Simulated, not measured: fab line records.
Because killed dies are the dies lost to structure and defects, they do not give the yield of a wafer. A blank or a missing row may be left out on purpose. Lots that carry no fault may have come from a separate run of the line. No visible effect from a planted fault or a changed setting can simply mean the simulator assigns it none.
What tool caused it?	flow sky130	33 wafers from 11 lots sampled at 3 of the route's 708 steps

== WHAT THE GAUGES READ, wafer by wafer ==
SKY_LI_CONTACT_OVL_MEAS_13.
lot	measured	on	LI_CONTACT_OVL (nm)
L538	day 28 20:58	overlay-01	9 -7 2
L541	day 30 10:05	overlay-02	-2 1 -6
L542	day 30 14:32	overlay-02	7 3 9
L543	day 30 20:01	overlay-01	1 3 4
L544	day 31 08:32	overlay-02	-7 -4 -10
L549	day 33 01:36	overlay-01	5 9 8
L550	day 33 09:37	overlay-02	2 11 11
L556	day 35 18:49	overlay-01	6 0 -2
L557	day 35 19:29	overlay-01	-5 -5 -4
L560	day 36 06:49	overlay-02	0 -1 0
L561	day 36 17:46	overlay-01	1 7 -4

SKY_CONTACT_THK_MEAS_01.
lot	measured	on	CONTACT_CVD_00_THK (nm)
L538	day 30 03:22	film_metro-03	73.9 74.1 75.0
L541	day 31 15:52	film_metro-03	74.3 75.4 75.6
L542	day 31 20:38	film_metro-04	73.8 75.3 75.8
L543	day 32 02:11	film_metro-04	74.5 75.6 75.7
L544	day 32 14:23	film_metro-04	74.9 75.2 76.5
L549	day 34 06:13	film_metro-01	74.2 75.1 79.8
L550	day 34 14:58	film_metro-03	79.0 75.5 76.6
L556	day 36 23:53	film_metro-04	74.1 74.0 75.1
L557	day 37 00:11	film_metro-04	74.7 74.2 75.4
L560	day 37 11:46	film_metro-03	74.3 75.9 75.5
L561	day 37 21:52	film_metro-03	74.2 73.7 74.5

== EACH LOT AND THE TOOL THAT RAN IT (in order: tool; ch and the chambers of the sampled wafers; start) ==
lot	SKY_CONTACT_CVD_00
L538	pecvd-03 ch 0,1,2, day 30 03:19
L541	pecvd-04 ch 1,2, day 31 15:50
L542	pecvd-03 ch 0,1, day 31 20:35
L543	pecvd-01 ch 1,2, day 32 02:08
L544	pecvd-01 ch 1,2, day 32 14:20
L549	pecvd-01 ch 0,1,2, day 34 06:09
L550	pecvd-01 ch 0,1, day 34 14:56
L556	pecvd-04 ch 0,2, day 36 23:50
L557	pecvd-03 ch 0,1,2, day 37 00:09
L560	pecvd-01 ch 0,1, day 37 11:44
L561	pecvd-01 ch 0,1,2, day 37 21:49
- SKY_CONTACT_CVD_00: deposits Si3N4, target thk 75 nm.

== AS READ BY THE TOOLS THEMSELVES (means over the sampled wafers that have a number; for cases with no such wafer, the mark the record gives instead) ==
SKY_CONTACT_CVD_00.
lot	tool	heater_power_w (W)
L538	pecvd-03	801
L541	pecvd-04	815
L542	pecvd-03	779
L543	pecvd-01	695
L544	pecvd-01	712
L549	pecvd-01	700
L550	pecvd-01	690
L556	pecvd-04	784
L557	pecvd-03	814
L560	pecvd-01	629
L561	pecvd-01	673

== THE ANSWER, worked out from the rows above alone ==
Rule: the lots themselves supply what counts as usual. Put in order of their means at a reading, lots are off if they are a third of the lots or fewer, leave a main group of 4 or more, and stand apart from it by a gap of 3 or more times the standard deviation of the main group's means; of several such gaps the widest counts. The tables above print the reading to a certain number of digits; a main group whose means all agree to those digits is not used. A lot without any number at a reading at which 4 lots or more have one is off too. All remaining lots with rows at the step are treated as sound. The gauges are gone through in route order, then the tools' own readings, and for those a lot's mean is taken as printed above. The first step at which some lot is off is used, and at that step the reading that is off furthest; a lot without a number counts as furthest.
No lot is off on any of the readings shown, so nothing can be concluded from this.

== WHAT THE SIMULATOR HAD INSERTED ==
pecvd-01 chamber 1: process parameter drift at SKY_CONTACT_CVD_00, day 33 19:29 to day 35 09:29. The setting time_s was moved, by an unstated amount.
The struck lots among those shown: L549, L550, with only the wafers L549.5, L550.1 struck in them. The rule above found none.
